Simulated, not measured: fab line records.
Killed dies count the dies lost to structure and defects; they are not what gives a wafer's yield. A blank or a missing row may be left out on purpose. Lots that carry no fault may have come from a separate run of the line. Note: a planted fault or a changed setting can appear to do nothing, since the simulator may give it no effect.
fab line records	flow sky130
record lots=12	wafers=36	last-day=50
route steps=708 shown LOCAL_INTERCONNECT@400 METAL3@568 METAL4@599 VIA4@640 PAD_OPEN@708
lots with no fault: from the same line, run without faults
start-h: start of the lot's first displayed wafer, in hours after the record's first day	wait-h: hours from the lot's prior step to this one	" unchanged from the row above	L1.1+2: one row covering several wafers at once	- no value present, or no start provided	* or withheld: withheld	< > ~ a bound
route shown NAME@n: NAME is a module with steps in the file, n the number in the route of the first one	usual: the fault-free wafers' mean and standard deviation	same: alike in all rows	chamber/n: place in a boat	sites: each site's reading	_std_site: their standard deviation	_edge_site: mean of outer sites minus mean of inner sites	radius-mm: how far each site lies from the wafer's centre	mask NAME#n: copy n	behind: tool/chamber where the wafer was last shaped	hold: what put the lot on hold/how long, in hours/how the hold closed	device: the transistor (n, p or np) that didn't switch	end of line: the route-end tests of the same wafers	step lacking rows: just its recipe	killed: dies lost to structure and defects at the first sort, not the wafer's yield	map: shows each die of a wafer: x if killed, . if not, _ if none is there
set.NAME: setting as actually run; set.NAME@STEP: the setting as run at that earlier step	model.NAME: the simulator's own value behind a step, which no gauge read
one table for each step of the route and one row for each wafer, over a sample of lots
services: from which hour (start-h, from the record's first day; less than 0 if before it) a tool's chamber was out of use, for how many hours, and why
## steps
# step SKY_LOCAL_INTERCONNECT_ETCH_13
# recipe chemistry=N2/H2	target=BARC	ion-energy-ev=200	bias-w=100	pressure-mtorr=30	n2-flow-sccm=100	h2-flow-sccm=200	icp-w=500	stop-on=SiO2	time-s=45.9	target-depth-a=600
# usual bias-w=100.0/0.31	chamber-pressure-mTorr=29.999/0.029	drypump-motor-current-A=6.0/0.58	h2-flow-sccm=199.9/0.59	oes-product-au=0.854/0.0045	throttle-valve-pct=13.226/0.0094
lot.wafer	tool	chamber	start-h	wait-h	bias-w	chamber-pressure-mTorr	drypump-motor-current-A	h2-flow-sccm	oes-product-au	rf-hours-counter-h	throttle-valve-pct
L336.2	rie-metal-04	1	692.00	0.0	100.3	30.048	5.1	200.0	0.852	1.8	13.235
L336.4	"	0	"	"	100.1	29.974	6.4	199.5	0.849	-	13.218
L336.6	"	0	"	"	99.9	30.022	6.4	199.3	0.854	-	13.218
L338.1	rie-metal-02	0	720.89	0.0	99.9	30.031	6.8	199.9	0.863	3.9	13.229
L338.3	"	1	"	"	99.9	29.977	5.7	200.0	0.858	-	13.232
L338.5	"	0	"	"	99.5	30.028	6.8	199.6	0.854	-	13.216
L337.3	rie-metal-02	1	727.31	0.0	100.5	30.005	5.7	199.1	0.853	-	13.229
L337.4	"	0	"	"	99.4	29.985	6.8	199.9	0.860	-	13.226
L337.5	"	0	"	"	99.9	29.932	6.8	200.9	0.853	-	13.237
L340.1	rie-metal-02	0	733.95	0.0	99.9	30.007	6.8	200.2	0.850	4.3	13.233
L340.5	"	0	"	"	100.2	30.008	6.8	200.4	0.853	-	13.245
L340.6	"	1	"	"	100.4	30.036	5.7	200.3	0.854	-	13.234
L341.2	rie-metal-01	1	750.94	0.0	100.0	30.029	5.7	199.7	0.863	9.0	13.233
L341.3	"	0	"	"	100.1	29.965	5.6	200.9	0.856	-	13.227
L341.4	"	1	"	"	100.3	29.976	5.7	199.4	0.859	-	13.239
L342.1	rie-metal-01	0	755.05	0.0	99.9	29.967	5.6	198.9	0.854	4.8	13.226
L342.2	"	1	"	"	99.9	29.976	5.7	200.4	0.854	9.1	13.226
L342.3	"	1	"	"	100.1	29.982	5.7	201.2	0.852	-	13.233
L343.2	rie-metal-01	1	759.65	0.0	100.4	30.010	5.7	200.0	0.855	9.4	13.217
L343.5	"	1	"	"	100.4	29.949	5.7	200.1	0.855	-	13.223
L343.6	"	0	"	"	100.2	29.987	5.6	199.5	0.856	-	13.217
L348.1	rie-metal-02	1	795.90	0.0	98.9	29.970	5.7	200.0	0.846	6.3	13.224
L348.3	"	1	"	"	99.4	29.997	5.7	200.1	0.853	-	13.222
L348.5	"	0	"	"	100.4	30.003	6.8	199.5	0.850	-	13.212
L350.3	rie-metal-01	0	809.87	0.0	100.2	29.990	5.6	200.5	0.845	-	13.224
L350.5	"	1	"	"	100.1	30.016	5.7	200.0	0.853	-	13.230
L350.6	"	0	"	"	100.1	30.029	5.6	200.3	0.852	-	13.225
L356.3	rie-metal-04	1	851.09	0.0	99.9	30.039	5.1	199.8	0.852	-	13.213
L356.4	"	0	"	"	100.2	30.012	6.4	200.2	0.861	-	13.236
L356.6	"	1	"	"	100.1	30.046	5.1	200.0	0.857	-	13.206
L354.1	rie-metal-01	0	852.69	0.0	100.7	29.976	5.6	201.1	0.854	9.1	13.220
L354.3	"	1	"	"	100.1	29.996	5.7	199.8	0.849	-	13.222
L354.6	"	0	"	"	100.0	29.986	5.6	200.6	0.847	-	13.229
L359.2	rie-metal-01	1	882.70	0.0	99.7	30.016	5.7	199.4	0.856	14.5	13.223
L359.5	"	0	"	"	99.9	30.012	5.6	199.1	0.860	-	13.230
L359.6	"	1	"	"	99.8	29.962	5.7	199.5	0.852	-	13.203
# step SKY_METAL3_METAL_ETCH_18
# recipe target-depth-a=8450	stop-on=SiO2	over-etch-frac=0.3	time-s=183.1	chemistry=Cl2/BCl3	resist-sidewall-deg=88	pressure-mtorr=10	icp-w=900	bias-w=48.5	Cl2_flow_sccm=60	bcl3-flow-sccm=30
# usual bias-w=48.51/0.14	chamber-pressure-mTorr=10.000/0.0096	drypump-motor-current-A=5.9/0.55	oes-product-au=0.866/0.0059	throttle-valve-pct=22.262/0.0088
lot.wafer	tool	chamber	start-h	wait-h	bias-w	chamber-pressure-mTorr	drypump-motor-current-A	oes-product-au	rf-hours-counter-h	throttle-valve-pct
L336.2	rie-metal-02	0	883.64	0.0	48.27	9.995	6.8	0.870	9	22.256
L336.4	"	1	"	"	48.52	9.993	5.7	0.863	-	22.272
L336.6	"	0	"	"	48.23	9.989	6.8	0.870	-	22.261
L338.1	rie-metal-04	0	908.45	0.0	48.62	9.997	6.5	0.862	8	22.262
L338.3	"	1	"	"	48.52	9.993	5.1	0.861	-	22.251
L338.5	"	0	"	"	48.75	10.003	6.5	0.874	-	22.259
L337.3	rie-metal-04	0	914.31	0.1	48.36	10.007	6.5	0.868	-	22.253
L337.4	"	1	"	"	48.72	9.995	5.1	0.869	-	22.270
L337.5	"	1	"	"	48.57	9.999	5.1	0.867	-	22.276
L340.1	rie-metal-04	0	922.80	0.0	48.64	10.005	6.5	0.860	8	22.259
L340.5	"	0	"	"	48.41	10.003	6.5	0.859	-	22.262
L340.6	"	1	"	"	48.45	10.005	5.1	0.860	-	22.264
L341.2	rie-metal-04	1	942.04	0.0	48.48	9.974	5.1	0.858	12	22.266
L341.3	"	1	"	"	48.59	9.983	5.1	0.862	-	22.260
L341.4	"	0	"	"	48.38	9.986	6.5	0.861	-	22.258
L342.1	rie-metal-02	0	942.39	0.0	48.39	10.006	6.8	0.884	12	22.270
L342.2	"	1	"	"	48.71	10.015	5.7	0.865	12	22.255
L342.3	"	0	"	"	48.59	9.994	6.8	0.869	-	22.279
L343.2	rie-metal-04	0	945.65	0.0	48.52	9.990	6.4	0.880	9	22.267
L343.5	"	0	"	"	48.58	10.013	6.4	0.875	-	22.243
L343.6	"	1	"	"	48.52	10.014	5.1	0.873	-	22.251
L348.1	rie-metal-01	0	978.25	0.0	48.36	10.000	5.6	0.859	15	22.263
L348.3	"	0	"	"	48.41	10.008	5.6	0.868	-	22.256
L348.5	"	0	"	"	48.54	10.014	5.6	0.860	-	22.251
L350.3	rie-metal-04	1	988.46	0.1	48.49	10.008	5.1	0.858	-	22.267
L350.5	"	0	"	"	48.82	9.998	6.5	0.861	-	22.251
L350.6	"	1	"	"	48.67	9.995	5.1	0.865	-	22.271
L356.3	rie-metal-01	0	1032.81	0.1	48.37	10.004	5.6	0.870	-	22.263
L356.4	"	1	"	"	48.49	10.014	5.7	0.864	-	22.256
L356.6	"	1	"	"	48.59	9.997	5.7	0.859	-	22.259
L354.1	rie-metal-01	0	1033.90	0.0	48.57	10.010	5.6	0.865	19	22.255
L354.3	"	1	"	"	48.42	9.997	5.7	0.860	-	22.269
L354.6	"	1	"	"	48.40	10.015	5.7	0.856	-	22.252
L359.2	rie-metal-01	1	1058.64	0.0	48.58	10.007	5.7	0.865	2	22.273
L359.5	"	1	"	"	48.66	10.009	5.7	0.868	-	22.274
L359.6	"	0	"	"	48.30	10.003	5.6	0.867	-	22.269
# step SKY_METAL4_SPUTTER_01
# recipe material=TiN	target-thk-nm=20	power-w=6500	time-s=16.7	chamber-pressure-pa=0.4
# usual throttle-valve-pct=29.7/1.3
lot.wafer	tool	chamber	start-h	wait-h	throttle-valve-pct
L336.2	pvd-sputter-04	-	911.42	0.0	30.4
L336.4	"	-	"	"	28.6
L336.6	"	-	"	"	28.8
L338.1	pvd-sputter-02	-	935.96	0.0	29.3
L338.3	"	-	"	"	27.8
L338.5	"	-	"	"	29.6
L337.3	pvd-sputter-02	-	942.02	0.0	29.6
L337.4	"	-	"	"	29.8
L337.5	"	-	"	"	29.5
L340.1	pvd-sputter-04	-	949.67	0.0	29.9
L340.5	"	-	"	"	30.6
L340.6	"	-	"	"	29.8
L342.1	pvd-sputter-02	-	969.62	0.0	27.9
L342.2	"	-	"	"	29.4
L342.3	"	-	"	"	29.6
L341.2	pvd-sputter-03	-	970.11	0.0	29.0
L341.3	"	-	"	"	32.2
L341.4	"	-	"	"	30.6
L343.2	pvd-sputter-03	-	972.53	0.0	32.9
L343.5	"	-	"	"	32.7
L343.6	"	-	"	"	30.8
L348.1	pvd-sputter-04	-	1004.90	0.0	30.0
L348.3	"	-	"	"	28.9
L348.5	"	-	"	"	28.9
L350.3	pvd-sputter-02	-	1014.63	0.0	29.3
L350.5	"	-	"	"	29.7
L350.6	"	-	"	"	29.3
L356.3	pvd-sputter-04	-	1057.09	0.0	30.8
L356.4	"	-	"	"	28.9
L356.6	"	-	"	"	29.0
L354.1	pvd-sputter-03	-	1058.98	0.0	30.6
L354.3	"	-	"	"	32.9
L354.6	"	-	"	"	32.1
L359.2	pvd-sputter-02	-	1081.73	0.0	29.7
L359.5	"	-	"	"	29.5
L359.6	"	-	"	"	29.8
# step SKY_VIA4_THK_MEAS_01
# recipe reads=SiO2_of_VIA4_HDPCVD_00
# usual VIA4_HDPCVD_THK=1746/14
lot.wafer	tool	chamber	start-h	wait-h	VIA4_HDPCVD_THK[nm]
L336.2	film-metro-04	-	961.15	0.1	1772
L336.4	"	-	"	"	1764
L336.6	"	-	"	"	1758
L338.1	film-metro-01	-	986.30	0.1	1771
L338.3	"	-	"	"	1743
L338.5	"	-	"	"	1761
L337.3	film-metro-04	-	991.33	0.1	1748
L337.4	"	-	"	"	1733
L337.5	"	-	"	"	1748
L340.1	film-metro-01	-	998.70	0.1	1733
L340.5	"	-	"	"	1746
L340.6	"	-	"	"	1740
L342.1	film-metro-01	-	1018.66	0.1	1757
L342.2	"	-	"	"	1733
L342.3	"	-	"	"	1727
L341.2	film-metro-01	-	1019.15	0.1	1748
L341.3	"	-	"	"	1728
L341.4	"	-	"	"	1763
L343.2	film-metro-01	-	1020.88	0.1	1724
L343.5	"	-	"	"	1725
L343.6	"	-	"	"	1729
L348.1	film-metro-04	-	1053.68	0.1	1736
L348.3	"	-	"	"	1755
L348.5	"	-	"	"	1747
L350.3	film-metro-01	-	1061.14	0.1	1764
L350.5	"	-	"	"	1764
L350.6	"	-	"	"	1736
L356.3	film-metro-01	-	1101.03	0.1	1742
L356.4	"	-	"	"	1738
L356.6	"	-	"	"	1741
L354.1	film-metro-01	-	1101.75	0.1	1746
L354.3	"	-	"	"	1727
L354.6	"	-	"	"	1721
L359.2	film-metro-03	-	1123.26	0.1	1730
L359.5	"	-	"	"	1726
L359.6	"	-	"	"	1738
# step SKY_PAD_OPEN_PROBE_99
# usual killed_at_M0_to_M3=44/6.5	killed_at_M4_up=3.3/1.9	killed-at-contacts=23/4.7	killed-at-front-end=15/4.5	killed-at-other=0.2/0.52	killed-dies=86/8.9	killed-open=47/6.8	killed-short=39/6.1
# same gross-dies=492	killed-at-back-side=0
lot.wafer	tool	chamber	start-h	wait-h	killed_at_M0_to_M3	killed_at_M4_up	killed-at-contacts	killed-at-front-end	killed-at-other	killed-dies	killed-open	killed-short
L348.1	prober-01	-	1138.76	0.1	32	2	93	7	0	134	36	25
L348.3	prober-01	-	1138.86	0.2	48	3	98	15	0	164	45	47
L348.5	prober-01	-	1138.96	0.2	44	1	21	12	1	79	46	33
# killed by level:class
L348.1 LOCAL_INTERCONNECT:unspecified=73 CONTACT:geometric-particle:open=10 VIA3:geometric-particle:open=8 LI_CONTACT:geometric-particle:open=6 VIA1:geometric-particle:short=6 POLY_GATE:geometric-particle:open=3 LOCAL_INTERCONNECT:geometric-particle:short=3 METAL1:geometric-particle:short=3
L348.3 LOCAL_INTERCONNECT:unspecified=72 VIA1:geometric-particle:open=14 METAL1:geometric-particle:short=10 POLY_GATE:geometric-particle:open=6 LI_CONTACT:geometric-particle:open=6 LI_CONTACT:geometric-particle:short=6 LOCAL_INTERCONNECT:geometric-particle:short=6 VIA3:geometric-particle:open=6
L348.5 VIA1:geometric-particle:open=13 CONTACT:geometric-particle:open=9 FIELD_ISO:geometric-particle:open=5 VIA1:geometric-particle:short=5 METAL2:geometric-particle:short=5 VIA2:geometric-particle:short=5 VIA3:geometric-particle:open=5 LI_CONTACT:geometric-particle:open=4
## services
tool	chamber	start-h	hours	kind
rie-metal-02	0	671.31	24.8	repair
pvd-sputter-03	-	671.76	2.5	repair
rie-metal-04	-	689.62	1.4	pm
pvd-sputter-02	-	693.45	3.3	repair
pvd-sputter-04	-	703.81	2.1	repair
rie-metal-01	-	727.97	2.8	pm
pvd-sputter-02	-	746.48	1.5	repair
rie-metal-02	0	758.48	8.0	repair
pvd-sputter-03	-	776.29	1.1	repair
rie-metal-04	-	796.49	1.1	repair
pvd-sputter-03	-	801.65	2.0	repair
rie-metal-04	0	803.90	6.0	repair
pvd-sputter-04	-	817.15	10.1	repair
rie-metal-02	1	835.75	4.7	repair
rie-metal-02	0	836.96	4.8	repair
pvd-sputter-02	-	876.05	0.7	repair
rie-metal-01	1	923.62	8.6	repair
rie-metal-02	-	939.00	2.8	pm
rie-metal-02	-	947.20	3.2	repair
rie-metal-04	1	1002.82	45.7	repair
rie-metal-01	1	1004.00	-	clean
rie-metal-04	-	1044.53	14.6	pm
rie-metal-01	1	1048.37	3.6	repair
pvd-sputter-03	-	1081.23	49.6	repair
## key
first-sign step=SKY_PAD_OPEN_PROBE_99	reading=killed-at-contacts	direction=up	sigmas=15	usual=23	struck=96
effect step=SKY_PAD_OPEN_PROBE_99	reading=killed-dies	direction=up	sigmas=7.1	usual=86	struck=149
met-at SKY_LOCAL_INTERCONNECT_ETCH_13
struck-lots L348
struck-wafers L348.1,L348.3
tester-left-out L348
not-acting-at SKY_METAL3_METAL_ETCH_18,SKY_METAL4_SPUTTER_01,SKY_VIA4_THK_MEAS_01
onset-between 733.95 795.90
fault kind=chamber-particle-source	tool=rie-metal-02	chamber=1	onset-h=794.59	steps=SKY_LOCAL_INTERCONNECT_ETCH_13	rate-per-visit-cm2=2.2351	end-h=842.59
# tester-left-out: of these lots the tester's yield and bins aren't shown, on N5 and GAA mostly nor the transistor test; their killed dies are dies lost to structure and defects alone, not to doping, threshold or leakage, so they don't give the yield
